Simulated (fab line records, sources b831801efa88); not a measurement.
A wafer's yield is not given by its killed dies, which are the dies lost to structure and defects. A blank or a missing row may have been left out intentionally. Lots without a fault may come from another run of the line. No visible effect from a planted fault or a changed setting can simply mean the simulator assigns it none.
Chamber matching + flow gf180mcu + 4 sister chambers for GF_STI_ETCH_14 on rieSi-01
The step etches Si in HBr/Cl2/O2, target depth 360 nm, time 102.9 s. 16 wafers are shown with their chamber, then 8 later ones without.

## WAFERS WITH THEIR CHAMBER
| wafer  | chamber | drypumpMotorCurrentA (A) | heBacksideLeakSccm (sccm) | oesProductAu (a.u.) |
|--------|---------|--------------------------|---------------------------|---------------------|
| L587.1 | 1       | 4.9                      | 2.31                      | 0.994               |
| L587.2 | 0       | 5.9                      | 3.01                      | 0.971               |
| L587.3 | 2       | 5.4                      | 2.51                      | 1.006               |
| L588.1 | 1       | 4.9                      | 2.48                      | 0.993               |
| L588.3 | 2       | 5.4                      | 2.29                      | 0.987               |
| L588.5 | 2       | 5.4                      | 2.47                      | 0.991               |
| L596.1 | 1       | 4.9                      | 2.26                      | 0.994               |
| L596.4 | 0       | 6.0                      | 2.94                      | 0.981               |
| L596.5 | 2       | 5.3                      | 2.57                      | 0.985               |
| L600.1 | 3       | 5.0                      | 2.78                      | 0.991               |
| L600.2 | 2       | 5.4                      | 2.75                      | 0.985               |
| L600.4 | 0       | 5.9                      | 2.92                      | 0.980               |
| L601.1 | 3       | 5.0                      | 2.85                      | 0.986               |
| L601.2 | 2       | 5.4                      | 2.66                      | 0.975               |
| L601.3 | 1       | 4.9                      | 2.28                      | 1.009               |
| L603.2 | 1       | 4.9                      | 2.34                      | 1.021               |

SIGNATURES (means of the wafers above)
| reading              | chamber 0 | chamber 1 | chamber 2 | chamber 3 | scatter within a chamber |
|----------------------|-----------|-----------|-----------|-----------|--------------------------|
| drypumpMotorCurrentA | 5.933     | 4.900     | 5.383     | 5.000     | 0.0354                   |
| heBacksideLeakSccm   | 2.9567    | 2.3340    | 2.5417    | 2.8150    | 0.117                    |
| oesProductAu         | 0.97733   | 1.00220   | 0.98817   | 0.98850   | 0.0101                   |
Rule: for a wafer and a chamber, the distance is found by dividing, reading by reading, the gap between the wafer's reading and the chamber's mean by the reading's scatter, squaring, summing and taking the root. If the next closest chamber is less than 2 further off than the closest, the wafer can't be placed; otherwise it belongs to the closest. How the scatter is found: for the shown wafers, subtract from each reading the mean of its chamber, square and add these, divide the total by (wafers less chambers), then take the root.

## WAFERS MISSING THEIR CHAMBER
| wafer  | drypumpMotorCurrentA (A) | heBacksideLeakSccm (sccm) | oesProductAu (a.u.) |
|--------|--------------------------|---------------------------|---------------------|
| L603.3 | 5.9                      | 2.93                      | 0.979               |
| L603.6 | 5.9                      | 2.80                      | 0.981               |
| L607.1 | 5.0                      | 2.68                      | 0.998               |
| L607.5 | 4.9                      | 2.40                      | 1.004               |
| L607.6 | 5.9                      | 2.85                      | 0.977               |
| L608.3 | 4.9                      | 2.24                      | 1.015               |
| L608.5 | 5.4                      | 2.33                      | 0.974               |
| L608.6 | 5.1                      | 2.87                      | 0.999               |

## CHAMBER TAKEN BY EACH
| wafer  | from the rows above | in truth |
|--------|---------------------|----------|
| L603.3 | 0                   | 0        |
| L603.6 | 0                   | 0        |
| L607.1 | 3                   | 3        |
| L607.5 | 1                   | 1        |
| L607.6 | 0                   | 0        |
| L608.3 | 1                   | 1        |
| L608.5 | 2                   | 2        |
| L608.6 | 3                   | 3        |
Placed correctly: 8 of 8. From these rows, 0 cannot be placed. Number placed wrongly: 0.
